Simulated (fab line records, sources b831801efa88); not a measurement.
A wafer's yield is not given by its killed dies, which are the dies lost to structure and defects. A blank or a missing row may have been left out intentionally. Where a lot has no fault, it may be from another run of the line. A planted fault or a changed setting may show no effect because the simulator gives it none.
Struck lot and sound lot, side by side    flow sky130    36 steps out of a route of 708
Sound: the wafers L200.3, L200.4, L200.5. The struck wafers were L191.1, L191.2, L191.6. Last of all comes the cause.
Per side, at each step with rows, come the tool, then ch with its chambers, and then its first start. Under that, the readings that differ: sound wafers    struck wafers    difference of the means    sigmas: that difference in standard deviations of wafers without a fault.
alike: readings with means less than 2 such deviations apart, plus words and numbers identical on both sides. not compared: withheld readings, readings lacking a value on some wafer, bounds such as >300 that could conceal the same value, and numbers that have no deviation in the record and whose values overlap.
Wherever a step has rows on one side only, a row that says differs or no value, or a row with sigmas, the two part there. When numbers do not overlap yet have no deviation, they are printed without sigmas and do not part them. A reading missing from all wafers of one side parts the sides only when that side holds two or more wafers.

first, 10 steps without rows for these wafers: SKY_GATE_OXIDE_COAT_05 (resist thk 1140 nm); SKY_GATE_OXIDE_SOFTBAKE_06 (time 60 s); SKY_GATE_OXIDE_EXPOSE_07 (exposes mask LVOM, target cd 600 nm); SKY_GATE_OXIDE_PEB_08; SKY_GATE_OXIDE_DEVELOP_09 (develop time 60 s); SKY_GATE_OXIDE_IMPLANT_11; SKY_GATE_OXIDE_WET_ETCH_12 (etches SiO2 in dHF, target depth 16.8 nm, time 336 s); SKY_GATE_OXIDE_STRIP_13 (strips in O2/N2); SKY_GATE_OXIDE_CLEAN_15 (cleans in SC1/SC2, time 150 s); SKY_GATE_OXIDE_OXIDATION_16 (stabilise 600 s, purge 300 s, target thk 3.57 nm).
SKY_POLY_GATE_CVD_00: deposits poly-Si, target thk 180 nm, time 720 s.
  sound on lpcvd-01 ch 0, day 20 09:08; struck on lpcvd-01 ch 1, day 16 17:13
  alike: spike-tc-top-C
then, 24 steps without rows for these wafers: SKY_RES_PROTECT_DEHYDRATE_00 (time 60 s); SKY_RES_PROTECT_HMDS_01 (prime time 60 s); SKY_RES_PROTECT_COAT_02 (resist thk 1140 nm); SKY_RES_PROTECT_SOFTBAKE_03 (time 60 s); SKY_RES_PROTECT_EXPOSE_04 (exposes mask RPM, target cd 1270 nm); SKY_RES_PROTECT_PEB_05; SKY_RES_PROTECT_DEVELOP_06 (develop time 60 s); SKY_POLY_GATE_IMPLANT_02; SKY_RES_PROTECT_STRIP_07 (strips in O2/N2); SKY_RES_PROTECT_CLEAN_09 (cleans in SC1/SC2, time 150 s); SKY_POLY_GATE_CVD_03 (deposits Si3N4 from DCS/NH3, target thk 75 nm, time 1290 s); SKY_POLY_GATE_DEHYDRATE_05 (time 60 s); SKY_POLY_GATE_HMDS_06 (prime time 60 s); SKY_POLY_GATE_COAT_07 (resist thk 110 nm); SKY_POLY_GATE_COAT_08 (resist thk 450 nm); SKY_POLY_GATE_SOFTBAKE_09 (time 90 s); SKY_POLY_GATE_EXPOSE_10 (exposes mask P1M, target cd 150 nm); SKY_POLY_GATE_PEB_11; SKY_POLY_GATE_DEVELOP_12 (develop time 60 s); SKY_POLY_GATE_ETCH_15 (etches BARC in N2/H2, stops on SiO2, time 118.5 s, target depth 110 nm); SKY_POLY_GATE_ETCH_16 (etches Si3N4 in CH3F/O2, stops on poly-Si, time 147.5 s, target depth 75 nm); SKY_POLY_GATE_ETCH_17 (etches poly-Si in HBr/Cl2, stops on SiO2, target depth 180 nm, time 70.5 s); SKY_POLY_GATE_STRIP_18 (strips in O2/N2); SKY_POLY_GATE_CLEAN_19 (cleans in SC1/SC2, time 150 s).
-- record jumps: 31 days separate the struck wafers' starts on either side; left off in module POLY_GATE, taken up again in module PAD_OPEN, whose first shown step is the route's number 708 --
SKY_PAD_OPEN_PROBE_99:
  sound on prober-02 at day 50 06:10; struck on prober-02 at day 47 20:01
reading              sound      struck                                                                      difference                    sigmas
hold                 - - -      await-dispo/1.3h/release await-dispo/1.3h/release await-dispo/1.3h/release  no value on the sound wafers  
killed-at-front-end  19 16 18   46 55 55                                                                    +34                           +7
killed-dies          100 86 87  114 120 127                                                                 +29                           +3
  alike: killed_at_M0_to_M3, killed_at_M4_up, killed-at-contacts, killed-at-other, killed-open, killed-short

WHERE THEY PART
SKY_PAD_OPEN_PROBE_99 only, going by this record.

WHY: whatever the simulator had introduced
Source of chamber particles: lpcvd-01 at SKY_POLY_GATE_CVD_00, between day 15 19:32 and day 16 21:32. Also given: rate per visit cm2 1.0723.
